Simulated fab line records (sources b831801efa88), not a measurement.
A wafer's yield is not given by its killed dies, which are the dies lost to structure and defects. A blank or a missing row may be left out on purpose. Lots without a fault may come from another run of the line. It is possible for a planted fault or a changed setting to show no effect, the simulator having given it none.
A lot that was struck, set against a sound lot	flow gf180mcu	21 out of 602 route steps
Sound: the wafers L315.1, L315.4, L315.5. Wafers L303.3, L303.4, L303.6 were the ones struck. The cause is named last.
Per side, at each step with rows, come the tool, then ch with its chambers, and then its first start. Under that, the readings that differ: sound wafers	struck wafers	difference of the means	sigmas: that difference in standard deviations of wafers without a fault.
alike: same words and numbers on both sides, and readings whose means sit less than 2 such deviations apart. not compared: any withheld reading, any reading some wafer has no value for, any bound like >300 that may hide the same value, and any number with overlapping values for which the record gives no deviation.
A row with sigmas, a row that says differs or no value, or rows on one side alone: a step with any of these is where the two part. Numbers that don't overlap but have no deviation are shown without sigmas and don't part them. A reading that every wafer of one side lacks parts them only if that side has two wafers or more.

first, 1 step without rows for these wafers: GF_NSD_IMPLANT_10.
GF_NSD_STRIP_11: strips in O2/N2.
  sound on plasma_asher-03 ch 0, day 20 05:11; struck on plasma_asher-03 ch 0,1, day 16 04:26
reading	sound	struck	difference	sigmas
oes_product_au (a.u.)	0.486 0.498 0.482	0.477 0.479 0.476	-0.011	-2
  alike: drypump_motor_current_A, heater_power_w, strip_time_to_endpoint_s
  not compared: rf_hours_counter_h
GF_NSD_TW_MEAS_12:
  struck on film_metro-04, day 16 04:31; sound on film_metro-03, day 20 05:17
  alike: NSD_TW
then, 7 steps without rows for these wafers: GF_PSD_DEHYDRATE_00 (time 60 s); GF_PSD_HMDS_01 (prime time 60 s); GF_PSD_COAT_02 (resist thk 1000 nm); GF_PSD_SOFTBAKE_03 (time 60 s); GF_PSD_EXPOSE_04 (exposes mask Pplus, target cd 400 nm); GF_PSD_PEB_05; GF_PSD_DEVELOP_06 (develop time 60 s).
GF_PSD_CD_MEAS_07: target cd 400 nm.
  struck on cd_sem-01, day 17 02:26; sound on cd_sem-02, day 21 05:03
  alike: cd_nm
GF_PSD_OVL_MEAS_08:
  struck on overlay-01, day 17 02:32; sound on overlay-01, day 21 05:10
reading	sound	struck	difference	sigmas
PSD_OVL (nm)	-2.2 -3.0 -2.5	1.7 0.4 0.7	+3.5	+3
GF_PSD_IMPLANT_09:
  sound on implanter-04 ch 0, day 21 05:13; struck on implanter-01 ch 0, day 17 02:37
reading	sound	struck	difference	sigmas
tilt_deg (degrees)	7.014 6.985 7.008	4.829 4.824 4.803	-2.184	-99 or more
  alike: beam_on_s
GF_PSD_STRIP_10: strips in O2/N2.
  sound on plasma_asher-03 ch 0,1, day 21 05:22; struck on plasma_asher-03 ch 0,1, day 17 02:44
  alike: drypump_motor_current_A, heater_power_w, oes_product_au, strip_time_to_endpoint_s
  not compared: rf_hours_counter_h
GF_PSD_TW_MEAS_11:
  struck on film_metro-04, day 17 02:50; sound on film_metro-03, day 21 05:28
  alike: PSD_TW
then, 1 step without rows for these wafers: GF_PSD_CLEAN_12 (cleans in SC1/SC2, time 150 s).
GF_PSD_RTA_13: time 20 s.
  sound on rtp_anneal-02 ch 0, day 21 05:37; struck on rtp_anneal-02 ch 0, day 17 02:57
  alike: lamp_power_pct, wafer_temp_C_max
GF_PSD_RS_MEAS_14: uses a four-point probe to measure.
  struck on film_metro-03, day 17 03:03; sound on film_metro-04, day 21 05:42
  alike: NSD_RS
GF_PSD_RS_MEAS_15: uses a four-point probe to measure.
  struck on film_metro-03, day 17 03:10; sound on film_metro-04, day 21 05:49
reading	sound	struck	difference	sigmas
PSD_RS (ohm/sq)	108.70 108.70 108.61	110.82 110.66 110.74	+2.07	+7
GF_SAB_CVD_00: deposits SiO2 from TEOS, target thk 50 nm, time 4.9302 s.
  sound on pecvd-03 ch 0,1,2, day 21 05:56; struck on pecvd-01 ch 1,2, day 17 03:15
  alike: heater_power_outer_w, heater_power_w
after that, 1 step had no rows for these wafers: GF_PASSIVATION_PROBE_99.

== WHERE THEY PART ==
At GF_NSD_STRIP_11 first; at GF_PSD_RS_MEAS_15 last (within this record only). Later steps at which nothing parts them and some readings are alike: GF_SAB_CVD_00.

WHY: the cause the simulator had injected
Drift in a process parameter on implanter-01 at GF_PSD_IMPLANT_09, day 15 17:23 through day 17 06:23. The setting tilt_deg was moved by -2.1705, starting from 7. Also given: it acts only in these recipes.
